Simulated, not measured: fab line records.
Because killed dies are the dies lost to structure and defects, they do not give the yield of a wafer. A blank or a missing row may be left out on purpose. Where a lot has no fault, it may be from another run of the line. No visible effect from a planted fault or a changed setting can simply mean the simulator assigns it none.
Split-lot study :: flow sky130 :: 5 lots, 23 wafers read, on a route of 708 steps

ABOUT THE SPLIT
At SKY_LDD_P_IMPLANT_09, the setting energy_kev was moved away from the recipe's 25 on 6 of the 23 wafers read, by -4.8% to +4.2%. This setting was run at the recipe's value on the other wafers.

THE PATH FROM SPLIT TO READING: the file shows 1 step between them
- SKY_LDD_P_STRIP_10: strips in O2/N2

THE READING
LDD_P_TW, at SKY_LDD_P_TW_MEAS_11. Fault-free wafers of this fab line usually give 641.2, standard deviation 2.9.

wafer: L077.1
tool, chamber at the split: implanter-03, 0
energy_kev as run: 24.07
against the recipe: -3.7%
LDD_P_TW: 639.3
against lot-mates on the recipe: -7.9

wafer: L077.2
tool, chamber at the split: implanter-03, 0
energy_kev as run: 25
against the recipe: recipe
LDD_P_TW: 647.7
against lot-mates on the recipe: -

wafer: L077.3
tool, chamber at the split: implanter-03, 0
energy_kev as run: 24.07
against the recipe: -3.7%
LDD_P_TW: 639.5
against lot-mates on the recipe: -7.7

wafer: L077.5
tool, chamber at the split: implanter-03, 0
energy_kev as run: 25
against the recipe: recipe
LDD_P_TW: 644.3
against lot-mates on the recipe: -

wafer: L077.6
tool, chamber at the split: implanter-03, 0
energy_kev as run: 25
against the recipe: recipe
LDD_P_TW: 649.5
against lot-mates on the recipe: -

wafer: L080.2
tool, chamber at the split: implanter-01, 0
energy_kev as run: 25
against the recipe: recipe
LDD_P_TW: 639.2
against lot-mates on the recipe: -

wafer: L080.4
tool, chamber at the split: implanter-01, 0
energy_kev as run: 25
against the recipe: recipe
LDD_P_TW: 639.2
against lot-mates on the recipe: -

wafer: L080.5
tool, chamber at the split: implanter-01, 0
energy_kev as run: 25
against the recipe: recipe
LDD_P_TW: 640.0
against lot-mates on the recipe: -

wafer: L082.1
tool, chamber at the split: implanter-03, 0
energy_kev as run: 25
against the recipe: recipe
LDD_P_TW: 639.7
against lot-mates on the recipe: -

wafer: L082.3
tool, chamber at the split: implanter-03, 0
energy_kev as run: 25
against the recipe: recipe
LDD_P_TW: 638.1
against lot-mates on the recipe: -

wafer: L082.4
tool, chamber at the split: implanter-03, 0
energy_kev as run: 25
against the recipe: recipe
LDD_P_TW: 642.3
against lot-mates on the recipe: -

wafer: L082.5
tool, chamber at the split: implanter-03, 0
energy_kev as run: 25
against the recipe: recipe
LDD_P_TW: 640.6
against lot-mates on the recipe: -

wafer: L082.6
tool, chamber at the split: implanter-03, 0
energy_kev as run: 25
against the recipe: recipe
LDD_P_TW: 642.3
against lot-mates on the recipe: -

wafer: L084.1
tool, chamber at the split: implanter-02, 0
energy_kev as run: 25
against the recipe: recipe
LDD_P_TW: 638.4
against lot-mates on the recipe: -

wafer: L084.2
tool, chamber at the split: implanter-02, 0
energy_kev as run: 23.81
against the recipe: -4.8%
LDD_P_TW: 632.6
against lot-mates on the recipe: -7.9

wafer: L084.3
tool, chamber at the split: implanter-02, 0
energy_kev as run: 23.81
against the recipe: -4.8%
LDD_P_TW: 632.9
against lot-mates on the recipe: -7.6

wafer: L084.5
tool, chamber at the split: implanter-02, 0
energy_kev as run: 25
against the recipe: recipe
LDD_P_TW: 639.7
against lot-mates on the recipe: -

wafer: L084.6
tool, chamber at the split: implanter-02, 0
energy_kev as run: 25
against the recipe: recipe
LDD_P_TW: 643.5
against lot-mates on the recipe: -

wafer: L085.1
tool, chamber at the split: implanter-01, 0
energy_kev as run: 25
against the recipe: recipe
LDD_P_TW: 639.5
against lot-mates on the recipe: -

wafer: L085.2
tool, chamber at the split: implanter-01, 0
energy_kev as run: 26.06
against the recipe: +4.2%
LDD_P_TW: 647.9
against lot-mates on the recipe: +9.4

wafer: L085.3
tool, chamber at the split: implanter-01, 0
energy_kev as run: 26.06
against the recipe: +4.2%
LDD_P_TW: 646.6
against lot-mates on the recipe: +8.1

wafer: L085.4
tool, chamber at the split: implanter-01, 0
energy_kev as run: 25
against the recipe: recipe
LDD_P_TW: 640.4
against lot-mates on the recipe: -

wafer: L085.5
tool, chamber at the split: implanter-01, 0
energy_kev as run: 25
against the recipe: recipe
LDD_P_TW: 635.6
against lot-mates on the recipe: -

THE FIT
A straight line over all 23 wafers: LDD_P_TW changes by +1.34 for each +1% of energy_kev; r = +0.68; the points scatter about the line by 3.3.
The same after taking each lot's own level away (the mean of its wafers on the recipe; 23 wafers): +1.9 for each +1%; r = +0.93; scatter 1.7.
According to that fit, moving energy_kev by its largest amount changes the reading by 9.
The lots' own levels span 638.50 to 647.17, that is 3.0 times the standard deviation above.
So the lot-to-lot level blurs the effect unless lot-mates are compared.
Check: with one of the wafers moved furthest among these (-4.8%) left out of the fit, the line predicts -9.23 for it against its lot-mates. Against them it came out at -7.93.

ADDITIONAL SPLITS CARRIED BY THESE WAFERS
These wafers also went through other splits before the reading. Each is held against what the fit with the lots' levels taken away leaves over:
other split on the same wafers: SKY_RES_PROTECT_SOFTBAKE_03 temp_c
wafers away from the commonest value: 2
r with LDD_P_TW (lot level and that fit taken away): -0.08

other split on the same wafers: SKY_POLY_GATE_OXIDATION_20 ox_time_s
wafers away from the commonest value: 18
r with LDD_P_TW (lot level and that fit taken away): +0.12

other split on the same wafers: SKY_LDD_N_IMPLANT_09 energy_kev
wafers away from the commonest value: 5
r with LDD_P_TW (lot level and that fit taken away): +0.17

other split on the same wafers: SKY_LDD_N_IMPLANT_14 energy_kev
wafers away from the commonest value: 10
r with LDD_P_TW (lot level and that fit taken away): +0.25

THE WHOLE CHAIN: every reading that the file lists as answering this split, in the file's order
step: SKY_LDD_P_IMPLANT_09
what it does: 
reading: implant.rp_nm (the simulator's own value, which no gauge read)
change (the file's fit): +0.167 nm for each +1% of the setting
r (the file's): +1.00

step: SKY_LDD_P_IMPLANT_09
what it does: 
reading: implant.drp_nm (the simulator's own value, which no gauge read)
change (the file's fit): +0.0806 nm for each +1% of the setting
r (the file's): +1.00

step: SKY_LDD_P_TW_MEAS_11
what it does: 
reading: LDD_P_TW
change (the file's fit): +1.89 for each +1% of the setting
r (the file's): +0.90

FILE'S OWN FIT
LDD_P_TW changes by +1.89 for each +1% of energy_kev, r = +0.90.
